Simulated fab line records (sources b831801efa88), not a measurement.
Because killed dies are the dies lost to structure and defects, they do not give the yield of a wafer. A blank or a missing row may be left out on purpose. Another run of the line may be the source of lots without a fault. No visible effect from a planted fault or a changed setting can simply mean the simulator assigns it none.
A struck lot beside a sound one || flow sfqLine || 13 out of 325 route steps
Sound: wafers L812.2, L812.4, L812.5. Struck: wafer L821.5 (left out: L821.1, L821.6 of the same lot, which were not struck); the cause appears at the end.
For every step that has rows: the tool of each side, followed by ch and its chambers, followed by its first start. Under that, the readings that differ: sound wafers || struck wafers || difference of the means || sigmas: that difference in standard deviations of wafers without a fault.
alike: a reading whose means differ by less than 2 such deviations, as well as words and numbers matching on both sides. not compared: withheld readings; readings where some wafer has no value; bounds like >300 that might hide an equal value; numbers whose values overlap and for which the record gives no deviation.
The two part at a step that has a row with sigmas, a row that says differs or no value, or rows on one side only. Non-overlapping numbers with no deviation appear without sigmas and do not part them. A reading missing from all wafers of one side parts the sides only when that side holds two or more wafers.

first, 1 step without rows for these wafers: SFQ_TRILAYER_M6_DEP_PRE_CLEAN_158 (time 22.5 s).
SFQ_TRILAYER_M6_DEP_SPUTTER_157: material Nb, target thk 200 nm, time 133.3 s.
  sound on pvdSputter-03 at day 78 01:17; struck on pvdSputter-03 at day 81 10:51
  alike: throttleValvePct
SFQ_M6_RS_MEAS_938: the measuring method here is four-point-probe.
  sound on filmMetro-04 at day 78 01:24; struck on filmMetro-04 at day 81 10:56
  alike: M6_NB_RS
then, 6 steps without rows for these wafers: SFQ_TRILAYER_M6_LITHO_COAT_164 (resist thk 60.96 nm); SFQ_TRILAYER_M6_LITHO_COAT_159 (resist thk 600 nm); SFQ_TRILAYER_M6_LITHO_SOFTBAKE_163; SFQ_TRILAYER_M6_LITHO_EXPOSE_160 (exposes mask M6, target cd 500 nm); SFQ_TRILAYER_M6_LITHO_PEB_162 (peb time 60 s); SFQ_TRILAYER_M6_LITHO_DEVELOP_161 (time 60 s).
SFQ_M6_OVL_MEAS_940:
  sound on overlay-02 at day 78 05:10; struck on overlay-01 at day 81 17:07
  alike: M6_OVL
SFQ_TRILAYER_M6_BARC_OPEN_METAL_ETCH_206: etches BARC in O2, target depth 125 nm, time 41.7 s.
  sound on rieMetal-01 ch 0,1, day 78 05:11; struck on rieMetal-01 ch 1, day 81 17:10
  alike: drypumpMotorCurrentA, oesProductAu, runLengthS
  not compared: rfHoursCounterH
SFQ_TRILAYER_M6_ETCH_METAL_ETCH_162: etches Nb in Cl2/Ar, stops on SiO2, target depth 240 nm, time 120 s.
  sound on rieMetal-01 ch 0,1, day 78 05:15; struck on rieMetal-01 ch 1, day 81 17:13
{"reading": "oesProductAu (a.u.)", "sound": "0.894 0.903 0.907", "struck": 0.770, "difference": -0.131, "sigmas": -20}
{"reading": "runLengthS (s)", "sound": "147.9 148.7 148.1", "struck": 182.7, "difference": "+34.5", "sigmas": "+46"}
{"reading": "model.KrF_of_TRILAYER_M6_LITHO_COAT_159.thkNm (nm)", "sound": "386.2 382.4 384.5", "struck": 343.9, "difference": -40.5, "sigmas": ""}
{"reading": "model.SiO2_of_TRILAYER_A5C_DEP_PECVD_142.thkNm (nm)", "sound": "61.13 62.56 61.88", "struck": 55.27, "difference": -6.59, "sigmas": ""}
{"reading": "model.M6.featureDepthNm (nm)", "sound": "200.5 204.3 204.3", "struck": 207.2, "difference": "+4.2", "sigmas": ""}
  alike: drypumpMotorCurrentA
  not compared: rfHoursCounterH
SFQ_TRILAYER_M6_STRIP_STRIP_163: strips in O2.
  sound on rieMetal-01 ch 0,1, day 78 05:23; struck on rieMetal-01 ch 1, day 81 17:20
  alike: drypumpMotorCurrentA, oesProductAu
  not compared: rfHoursCounterH

== WHERE THEY PART ==
Only at SFQ_TRILAYER_M6_ETCH_METAL_ETCH_162, within this record. Later steps at which nothing parts them and some readings are alike: SFQ_TRILAYER_M6_STRIP_STRIP_163.

WHY: what had been put in by the simulator
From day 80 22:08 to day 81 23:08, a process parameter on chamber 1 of rieMetal-01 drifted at SFQ_TRILAYER_M6_ETCH_METAL_ETCH_162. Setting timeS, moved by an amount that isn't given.
